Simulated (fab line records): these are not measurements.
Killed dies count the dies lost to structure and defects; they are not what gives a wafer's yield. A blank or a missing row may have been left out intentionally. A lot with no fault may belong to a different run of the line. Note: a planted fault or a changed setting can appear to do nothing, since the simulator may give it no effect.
Which tool was responsible? ; flow gf180mcu ; 13 lots with 39 wafers sampled at 6 steps, on a route of 602 steps

WHAT EACH GAUGE READ, for each wafer
GF_HV_LDD_THK_MEAS_57. Usual: HV_LDD_CVD_56_THK gives 90.1 nm (standard deviation 0.95).
lot;measured;on;HV_LDD_CVD_56_THK (nm);flag
L209;day 12 14:44;film_metro-01;90.4 91.3 90.9;
L211;day 13 03:26;film_metro-03;89.3 89.9 88.7;
L213;day 13 21:56;film_metro-03;91.3 91.0 91.8;
L216;day 14 17:59;film_metro-04;89.3 89.8 90.6;
L219;day 15 20:16;film_metro-04;86.4 86.3 86.6;OFF
L220;day 16 03:16;film_metro-03;87.2 86.7 86.6;OFF
L225;day 17 20:45;film_metro-03;90.5 90.1 90.6;
L226;day 18 04:50;film_metro-03;90.1 90.7 90.0;
L227;day 18 14:08;film_metro-01;90.0 90.5 91.8;
L229;day 19 13:54;film_metro-04;90.7 91.2 90.6;
L230;day 19 20:14;film_metro-04;89.3 89.4 88.4;
L231;day 20 06:26;film_metro-03;89.5 89.4 89.5;
L232;day 20 06:29;film_metro-01;90.1 90.6 90.9;

GF_PSD_CD_MEAS_07: target cd 400 nm. Usual: 399.5 nm for cd_nm, sd 1.7.
lot;measured;on;cd_nm (nm);flag
L209;day 14 07:01;cd_sem-01;399.6 401.1 399.4;
L211;day 14 19:35;cd_sem-01;397.8 398.5 398.9;
L213;day 15 15:47;cd_sem-02;399.6 398.8 396.9;
L216;day 16 13:13;cd_sem-01;396.5 397.0 396.9;
L219;day 17 16:59;cd_sem-02;399.8 399.4 400.6;
L220;day 18 00:26;cd_sem-01;399.5 400.1 398.2;
L225;day 19 20:50;cd_sem-02;398.2 399.2 399.9;
L226;day 20 05:25;cd_sem-01;400.1 400.3 401.7;
L227;day 20 14:04;cd_sem-02;399.1 400.0 400.4;
L229;day 21 14:01;cd_sem-02;402.1 402.2 401.5;
L230;day 21 19:57;cd_sem-02;400.7 401.4 402.8;
L231;day 22 06:19;cd_sem-02;401.6 401.3 400.4;
L232;day 22 06:38;cd_sem-01;400.1 397.1 400.5;

GF_M2_THK_MEAS_06: measures by xrf. Usual: M2_ALCU_THK gives 460 nm (standard deviation 6.9).
lot;measured;on;M2_ALCU_THK (nm);flag
L209;day 18 05:28;film_metro-01;462 461 461;
L211;day 18 19:31;film_metro-02;451 457 452;
L213;day 19 18:34;film_metro-02;465 465 467;
L216;day 20 18:17;film_metro-03;450 454 441;
L219;day 22 01:01;film_metro-03;463 467 455;
L220;day 22 06:37;film_metro-02;463 473 465;
L225;day 24 00:59;film_metro-01;461 454 461;
L226;day 24 10:01;film_metro-02;475 466 461;
L227;day 24 16:21;film_metro-01;458 464 467;
L229;day 25 14:34;film_metro-03;459 461 458;
L230;day 25 20:34;film_metro-02;463 469 451;
L231;day 26 05:38;film_metro-03;458 455 464;
L232;day 26 06:20;film_metro-03;451 453 464;

TOOL THAT RAN EACH LOT (tool first, then ch and the chambers of the sampled wafers, then the start)
lot;GF_HV_LDD_CVD_56;GF_HV_LDD_ETCHBACK_58;GF_V1_SPUTTER_22
L209;lpcvd-02 ch 0, day 12 13:19;rie_diel-01 ch 0,2,3, day 12 14:48;pvd_sputter-02, day 18 04:30
L211;lpcvd-01 ch 1, day 13 02:01;rie_diel-02 ch 0,2, day 13 03:30;pvd_sputter-04, day 18 18:33
L213;lpcvd-01 ch 0, day 13 20:31;rie_diel-02 ch 1,2,3, day 13 22:00;pvd_sputter-01, day 19 17:36
L216;lpcvd-02 ch 0, day 14 16:33;rie_diel-01 ch 0,1,2, day 14 18:02;pvd_sputter-02, day 20 17:19
L219;lpcvd-01 ch 1, day 15 18:49;rie_diel-02 ch 0,2,3, day 15 20:19;pvd_sputter-04, day 21 23:55
L220;lpcvd-01 ch 1, day 16 01:49;rie_diel-01 ch 1,2,3, day 16 03:19;pvd_sputter-02, day 22 05:38
L225;lpcvd-02 ch 1, day 17 19:19;rie_diel-01 ch 0,3, day 17 20:48;pvd_sputter-04, day 24 00:01
L226;lpcvd-02 ch 1, day 18 03:25;rie_diel-02 ch 1,2,3, day 18 04:53;pvd_sputter-02, day 24 08:44
L227;lpcvd-02 ch 0, day 18 11:59;rie_diel-01 ch 0,1,2, day 18 14:11;pvd_sputter-02, day 24 15:16
L229;lpcvd-02 ch 0, day 19 12:28;rie_diel-02 ch 2,3, day 19 13:58;pvd_sputter-02, day 25 13:36
L230;lpcvd-01 ch 1, day 19 18:48;rie_diel-04 ch 0,2,3, day 19 20:17;pvd_sputter-02, day 25 19:35
L231;lpcvd-01 ch 0, day 20 05:00;rie_diel-04 ch 1,2,3, day 20 06:29;pvd_sputter-04, day 26 04:40
L232;lpcvd-02 ch 0, day 20 05:04;rie_diel-01 ch 0,3, day 20 06:33;pvd_sputter-04, day 26 05:22
- GF_HV_LDD_CVD_56: deposits Si3N4 from DCS/NH3, target thk 90 nm, time 1543 s.
- GF_HV_LDD_ETCHBACK_58: etches Si3N4 in CH3F/O2, stops on SiO2, time 100 s, target depth 90 nm.
- GF_V1_SPUTTER_22: material TiN, target thk 10 nm, time 40 s.

WHAT THE TOOLS THEMSELVES READ (means of the sampled wafers that have a number; where no wafer has one, the mark that the record gives instead)
GF_HV_LDD_ETCHBACK_58. Usual: chamber_pressure_mTorr 25.000 mTorr, standard deviation 0.025; drypump_motor_current_A 6.1 A, standard deviation 0.45; oes_product_au 0.844 a.u., standard deviation 0.0064; throttle_valve_pct 10.561 %, standard deviation 0.0092.
lot;tool;chamber_pressure_mTorr (mTorr);drypump_motor_current_A (A);oes_product_au (a.u.);throttle_valve_pct (%);flag
L209;rie_diel-01;24.989;6.2;0.853;10.563;
L211;rie_diel-02;25.002;6.0;0.840;10.567;
L213;rie_diel-02;24.981;5.4;0.850;10.567;
L216;rie_diel-01;24.996;6.2;0.841;10.568;
L219;rie_diel-02;25.007;5.9;0.820;10.552;OFF
L220;rie_diel-01;25.022;6.1;0.827;10.548;
L225;rie_diel-01;24.995;6.5;0.840;10.559;
L226;rie_diel-02;25.030;5.4;0.847;10.560;
L227;rie_diel-01;24.985;6.2;0.846;10.553;
L229;rie_diel-02;24.983;5.8;0.849;10.562;
L230;rie_diel-04;24.990;6.3;0.840;10.561;
L231;rie_diel-04;25.003;6.2;0.840;10.561;
L232;rie_diel-01;24.986;6.5;0.845;10.561;

GF_V1_SPUTTER_22. Usual: 30.1 % for throttle_valve_pct, sd 0.93.
lot;tool;throttle_valve_pct (%);flag
L209;pvd_sputter-02;30.5;
L211;pvd_sputter-04;30.6;
L213;pvd_sputter-01;30.1;
L216;pvd_sputter-02;29.5;
L219;pvd_sputter-04;30.0;
L220;pvd_sputter-02;29.9;
L225;pvd_sputter-04;30.5;
L226;pvd_sputter-02;30.4;
L227;pvd_sputter-02;30.0;
L229;pvd_sputter-02;31.4;
L230;pvd_sputter-02;29.4;
L231;pvd_sputter-04;30.0;
L232;pvd_sputter-04;30.5;

THE ANSWER, worked out from the rows above alone
Rule: a lot counts as off when the mean over its wafers that have a number is more than 3 standard deviations away from the usual mean. A lot without any number at a reading at which 4 lots or more have one is off too. Any other lot the step has rows for is counted as sound. First the gauges in route order, then the tools' own readings, where a lot's mean is used as printed above. The first step at which some lot is off is used, and at that step the reading that is off furthest; a lot without a number counts as furthest.
Off: L219, L220, seen at GF_HV_LDD_THK_MEAS_57 (HV_LDD_CVD_56_THK).
A tool fits if, at a process step before that reading, it ran every lot that is off, and no sound lot after the first of them. Gauges at GF_HV_LDD_THK_MEAS_57: tried the same way as those tools. No candidate that was tried fits.

WHAT HAD BEEN PUT IN BY THE SIMULATOR
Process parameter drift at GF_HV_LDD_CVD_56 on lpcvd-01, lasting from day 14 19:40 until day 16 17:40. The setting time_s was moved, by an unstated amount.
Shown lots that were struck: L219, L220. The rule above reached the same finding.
